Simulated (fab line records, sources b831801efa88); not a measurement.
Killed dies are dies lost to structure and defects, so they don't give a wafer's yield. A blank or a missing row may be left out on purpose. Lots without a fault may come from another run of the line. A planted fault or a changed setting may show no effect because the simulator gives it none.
fab line records | flow sky130
record lots=13 wafers=39 last_day=51
route steps=708 shown LDD_N@254 LDD_HVP@282 CONTACT@429
lots that met no fault: from a run of the same line without faults
start_h: hours from the record's first day to the start of the lot's first wafer shown | wait_h: hours since the lot's step before | " the same as in the row above | L1.1+2: a row that stands for several wafers | - no value, or no start given | * or withheld: withheld | < > ~ a bound
route shown NAME@n: a module of which the file shows steps, and the number in the route of the first | usual: mean/standard deviation of fault-free wafers | same: alike in all rows | chamber/n: place in a boat | sites: the reading at each site | _std_site: their standard deviation | _edge_site: outer sites' mean less inner sites' | radius_mm: how far each site lies from the wafer's centre | mask NAME#n: copy n | behind: the tool/chamber that last shaped the wafer | hold: why the lot was held/for how many hours/how that ended | device: the transistor (n, p or np) that didn't switch | end of line: the same wafers' tests at the end of the route | a step without rows: its recipe alone | killed: dies lost to structure and defects at the first sort, not the wafer's yield | map: a wafer's dies, x killed, . not, _ none there
set.NAME: the setting as run; set.NAME@STEP: as run at that earlier step | model.NAME: the simulator's own value behind a step, which no gauge read
steps of the route over a sample of lots; a table a step, a row a wafer
services: from which hour (start_h, from the record's first day; less than 0 if before it) a tool's chamber was out of use, for how many hours, and why
## steps
# step SKY_LDD_N_TW_MEAS_17
# usual LDD_N_TW=2617/21
# columns lot.wafer tool chamber start_h wait_h LDD_N_TW
L660.1 film_metro-02 - 395.40 0.1 2616
L660.2 " - " " 2639
L660.3 " - " " 2633
L662.1 film_metro-03 - 430.49 0.1 2611
L662.5 " - " " 2590
L662.6 " - " " 2599
L663.1 film_metro-03 - 435.95 0.1 2579
L663.4 " - " " 2572
L663.5 " - " " 2577
L665.3 film_metro-02 - 437.53 0.1 2628
L665.4 " - " " 2630
L665.5 " - " " 2631
L664.2 film_metro-01 - 440.36 0.1 2605
L664.4 " - " " 2595
L664.5 " - " " 2603
L670.3 film_metro-01 - 484.66 0.1 2611
L670.4 " - " " 2614
L670.6 " - " " 2608
L669.1 film_metro-02 - 486.95 0.1 2630
L669.2 " - " " 2635
L669.5 " - " " 2628
L671.1 film_metro-02 - 493.01 0.1 2623
L671.2 " - " " 2621
L671.3 " - " " 2616
L674.1 film_metro-02 - 524.59 0.1 2644
L674.3 " - " " 2633
L674.6 " - " " 2646
L675.2 film_metro-02 - 534.92 0.1 2643
L675.3 " - " " 2640
L675.5 " - " " 2634
L679.1 film_metro-01 - 571.61 0.1 2592
L679.2 " - " " 2610
L679.3 " - " " 2607
L681.1 film_metro-02 - 608.60 0.1 2641
L681.3 " - " " 2625
L681.6 " - " " 2619
L683.1 film_metro-02 - 627.21 0.1 2636
L683.2 " - " " 2644
L683.4 " - " " 2630
# step SKY_LDD_HVP_EXPOSE_04
# recipe mask_id=HVPTM na=0.6 source_shape=conventional sigma_outer=0.6 polarization=unpolarized target_cd_nm=700 dose_mj=86
# usual focus_offset_nm=0.0/0.49
# columns lot.wafer tool chamber start_h wait_h mask focus_offset_nm
L660.1 iline_stepper-02 0 471.42 - HVPTM#0 -0.2
L660.2 " 0 " " HVPTM#0 1.2
L660.3 " 0 " " HVPTM#0 -0.1
L662.1 iline_stepper-01 0 508.02 - HVPTM#0 0.2
L662.5 " 0 " " HVPTM#0 0.3
L662.6 " 0 " " HVPTM#0 0.6
L663.1 iline_stepper-01 0 513.72 - HVPTM#0 -0.2
L663.4 " 0 " " HVPTM#0 -0.2
L663.5 " 0 " " HVPTM#0 -0.2
L665.3 iline_stepper-01 0 516.20 - HVPTM#0 -0.9
L665.4 " 0 " " HVPTM#0 -0.1
L665.5 " 0 " " HVPTM#0 -0.2
L664.2 iline_stepper-02 0 519.41 - HVPTM#0 -0.1
L664.4 " 0 " " HVPTM#0 -0.5
L664.5 " 0 " " HVPTM#0 -0.4
L670.3 iline_stepper-01 0 560.73 - HVPTM#0 -0.4
L670.4 " 0 " " HVPTM#0 -0.2
L670.6 " 0 " " HVPTM#0 -0.7
L669.1 iline_stepper-02 0 563.53 - HVPTM#0 -0.6
L669.2 " 0 " " HVPTM#0 -0.4
L669.5 " 0 " " HVPTM#0 -0.5
L671.1 iline_stepper-02 0 567.41 - HVPTM_R1#0 -0.1
L671.2 " 0 " " HVPTM_R1#0 -0.5
L671.3 " 0 " " HVPTM_R1#0 0.3
L674.1 iline_stepper-01 0 598.24 - HVPTM#0 -0.2
L674.3 " 0 " " HVPTM#0 -0.4
L674.6 " 0 " " HVPTM#0 -0.1
L675.2 iline_stepper-01 0 609.18 - HVPTM#0 -0.2
L675.3 " 0 " " HVPTM#0 0.3
L675.5 " 0 " " HVPTM#0 -0.2
L679.1 iline_stepper-02 0 646.24 - HVPTM#0 -0.4
L679.2 " 0 " " HVPTM#0 -0.9
L679.3 " 0 " " HVPTM#0 -0.3
L681.1 iline_stepper-02 0 679.68 - HVPTM#0 0.3
L681.3 " 0 " " HVPTM#0 0.4
L681.6 " 0 " " HVPTM#0 0.4
L683.1 iline_stepper-02 0 697.96 - HVPTM#0 0.8
L683.2 " 0 " " HVPTM#0 0.3
L683.4 " 0 " " HVPTM#0 0.2
# step SKY_CONTACT_SPUTTER_23
# recipe material=TiN target_thk_nm=20 chamber_pressure_pa=5 power_w=4000 time_s=80
# usual throttle_valve_pct=30.3/1
# columns lot.wafer tool chamber start_h wait_h throttle_valve_pct
L660.1 pvd_sputter-01 - 730.20 0.0 29.7
L660.2 " - " " 32.7
L660.3 " - " " 30.9
L662.1 pvd_sputter-03 - 763.50 0.0 31.0
L662.5 " - " " 29.8
L662.6 " - " " 29.9
L663.1 pvd_sputter-01 - 764.74 0.0 30.8
L663.4 " - " " 30.9
L663.5 " - " " 30.4
L665.3 pvd_sputter-03 - 767.89 0.0 30.2
L665.4 " - " " 28.8
L665.5 " - " " 30.2
L664.2 pvd_sputter-03 - 771.64 0.0 28.7
L664.4 " - " " 29.8
L664.5 " - " " 29.9
L670.3 pvd_sputter-02 - 806.65 0.0 28.9
L670.4 " - " " 31.7
L670.6 " - " " 31.6
L669.1 pvd_sputter-02 - 810.35 0.0 30.6
L669.2 " - " " 31.5
L669.5 " - " " 30.2
L671.1 pvd_sputter-01 - 812.90 0.0 30.8
L671.2 " - " " 29.8
L671.3 " - " " 30.3
L674.1 pvd_sputter-02 - 841.45 0.0 30.5
L674.3 " - " " 30.7
L674.6 " - " " 31.6
L675.2 pvd_sputter-02 - 848.64 0.0 30.2
L675.3 " - " " 30.7
L675.5 " - " " 31.7
L679.1 pvd_sputter-02 - 884.29 0.0 30.5
L679.2 " - " " 28.9
L679.3 " - " " 31.6
L681.1 pvd_sputter-03 - 913.59 0.0 28.7
L681.3 " - " " 29.5
L681.6 " - " " 31.1
L683.1 pvd_sputter-03 - 928.49 0.0 30.2
L683.2 " - " " 31.1
L683.4 " - " " 28.6
# step SKY_CONTACT_THK_MEAS_26
# recipe thk_meas_gauge=xrf reads=W_of_CONTACT_CVD_24
# usual CONTACT_W_THK=334/5.6
# columns lot.wafer tool chamber start_h wait_h CONTACT_W_THK[nm]
L660.1 film_metro-03 - 730.49 0.1 334
L660.2 " - " " 323
L660.3 " - " " 325
L662.1 film_metro-03 - 763.79 0.1 339
L662.5 " - " " 339
L662.6 " - " " 329
L663.1 film_metro-03 - 765.03 0.1 336
L663.4 " - " " 323
L663.5 " - " " 328
L665.3 film_metro-02 - 768.20 0.1 334
L665.4 " - " " 342
L665.5 " - " " 330
L664.2 film_metro-03 - 771.94 0.1 333
L664.4 " - " " 340
L664.5 " - " " 332
L670.3 film_metro-01 - 807.07 0.1 342
L670.4 " - " " 336
L670.6 " - " " 343
L669.1 film_metro-02 - 810.75 0.1 339
L669.2 " - " " 338
L669.5 " - " " 339
L671.1 film_metro-03 - 813.19 0.1 333
L671.2 " - " " 336
L671.3 " - " " 334
L674.1 film_metro-02 - 841.74 0.1 334
L674.3 " - " " 335
L674.6 " - " " 334
L675.2 film_metro-01 - 848.94 0.1 340
L675.3 " - " " 326
L675.5 " - " " 325
L679.1 film_metro-01 - 884.58 0.1 328
L679.2 " - " " 333
L679.3 " - " " 330
L681.1 film_metro-02 - 913.88 0.1 340
L681.3 " - " " 339
L681.6 " - " " 346
L683.1 film_metro-03 - 928.79 0.1 332
L683.2 " - " " 326
L683.4 " - " " 329
## services
# columns tool chamber start_h hours kind
pvd_sputter-01 - 500.80 1.1 repair
iline_stepper-02 - 507.84 1.7 pm
iline_stepper-01 - 518.59 2.1 pm
pvd_sputter-02 - 552.40 14.3 repair
pvd_sputter-03 - 569.62 7.6 repair
pvd_sputter-03 - 572.89 8.9 repair
pvd_sputter-03 - 584.14 1.3 repair
iline_stepper-02 - 594.58 4.4 pm
iline_stepper-01 - 600.35 4.4 pm
iline_stepper-02 - 607.95 4.7 repair
iline_stepper-01 - 620.77 1.1 repair
pvd_sputter-02 - 621.51 2.4 repair
iline_stepper-01 - 645.42 1.7 pm
pvd_sputter-03 - 711.25 1.7 repair
pvd_sputter-03 - 720.08 3.6 repair
iline_stepper-02 - 726.02 1.7 pm
iline_stepper-01 - 762.71 7.8 repair
pvd_sputter-02 - 763.69 4.2 repair
pvd_sputter-03 - 815.93 4.4 repair
iline_stepper-02 - 826.50 2.1 pm
pvd_sputter-02 - 855.11 2.4 repair
iline_stepper-01 - 863.60 1.7 pm
pvd_sputter-03 - 868.06 1.0 repair
pvd_sputter-02 - 880.88 0.8 repair
## key
first_sign step=SKY_LDD_HVP_EXPOSE_04 reading=mask direction=changed
effect none on later readings
met_at SKY_LDD_HVP_EXPOSE_04
struck_lots L671
sort_left_out L671.1,L671.2,L671.3
tester_left_out L671
not_acting_at SKY_LDD_N_TW_MEAS_17,SKY_CONTACT_SPUTTER_23,SKY_CONTACT_THK_MEAS_26
onset_between 563.53 567.41
fault kind=wrong_mask tool=any chamber=- onset_h=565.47 steps=SKY_LDD_HVP_EXPOSE_04 aux_copy=HVPTM_R1#0 cd_offset_nm=-140 scope=struck_lots_only
# tester_left_out: of these lots the tester's yield and bins aren't shown, on N5 and GAA mostly nor the transistor test; their killed dies are dies lost to structure and defects alone, not to doping, threshold or leakage, so they don't give the yield
# sort_left_out: the simulated sort isn't trusted on such a fault, so these wafers' sort isn't shown, and their yield isn't known
